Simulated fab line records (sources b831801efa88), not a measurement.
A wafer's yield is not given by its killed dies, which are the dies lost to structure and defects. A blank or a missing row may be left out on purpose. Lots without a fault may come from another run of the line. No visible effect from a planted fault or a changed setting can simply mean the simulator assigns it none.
Which tool was responsible?    flow gf180mcu    at 1 step of a route of 602, 15 lots with 45 wafers sampled

## WHAT THE GAUGES SHOWED, per wafer
GF_M3_CD_MEAS_14: target cd 280 nm. Usual: cdNm reads 280.1 nm (standard deviation 1.1).
lot   measured      on        cdNm (nm)          flag
L686  day 21 15:35  cdSem-01  280.2 280.6 281.7  
L688  day 22 09:38  cdSem-02  279.5 279.9 279.3  
L689  day 22 15:29  cdSem-01  279.8 279.6 280.0  
L690  day 23 02:22  cdSem-02  281.3 282.0 280.4  
L691  day 23 09:18  cdSem-02  279.4 280.0 280.0  
L692  day 24 01:17  cdSem-02  278.2 277.4 278.5  
L693  day 24 11:29  cdSem-02  279.5 280.4 281.3  
L694  day 24 14:04  cdSem-01  280.8 280.2 281.1  
L702  day 26 22:20  cdSem-01  279.5 280.0 280.1  
L704  day 27 14:26  cdSem-02  278.9 278.7 278.4  
L705  day 27 21:19  cdSem-01  280.7 279.8 279.8  
L706  day 27 23:37  cdSem-01  282.0 281.4 280.7  
L707  day 28 05:49  cdSem-02  280.9 280.2 280.1  
L708  day 28 11:14  cdSem-01  279.1 279.3 279.8  
L709  day 28 17:24  cdSem-01  280.6 281.0 281.4  

## WHICH TOOL RAN EACH LOT (tool, then ch and the chambers of the sampled wafers, then the start)
The record holds no process step before these readings.

## AS READ BY THE TOOLS THEMSELVES (means over the sampled wafers that have a number; for cases with no such wafer, the mark the record gives instead)
The record holds no such reading with a usual standard deviation.

## THE ANSWER, worked out from the rows above alone
Rule: lot off if the mean of its wafers having a number is beyond 3 standard deviations from the usual mean. Also off: a lot with no number at a reading for which 4 or more lots have one. Where the step has rows for the other lots, those lots are counted as sound. First the gauges in route order, then the tools' own readings, where a lot's mean is used as printed above. The first step at which some lot is off is used, and at that step the reading that is off furthest; a lot without a number counts as furthest.
No lot is off at any reading shown: from this, nothing can be told.

## WHAT WAS PUT IN BY THE SIMULATOR
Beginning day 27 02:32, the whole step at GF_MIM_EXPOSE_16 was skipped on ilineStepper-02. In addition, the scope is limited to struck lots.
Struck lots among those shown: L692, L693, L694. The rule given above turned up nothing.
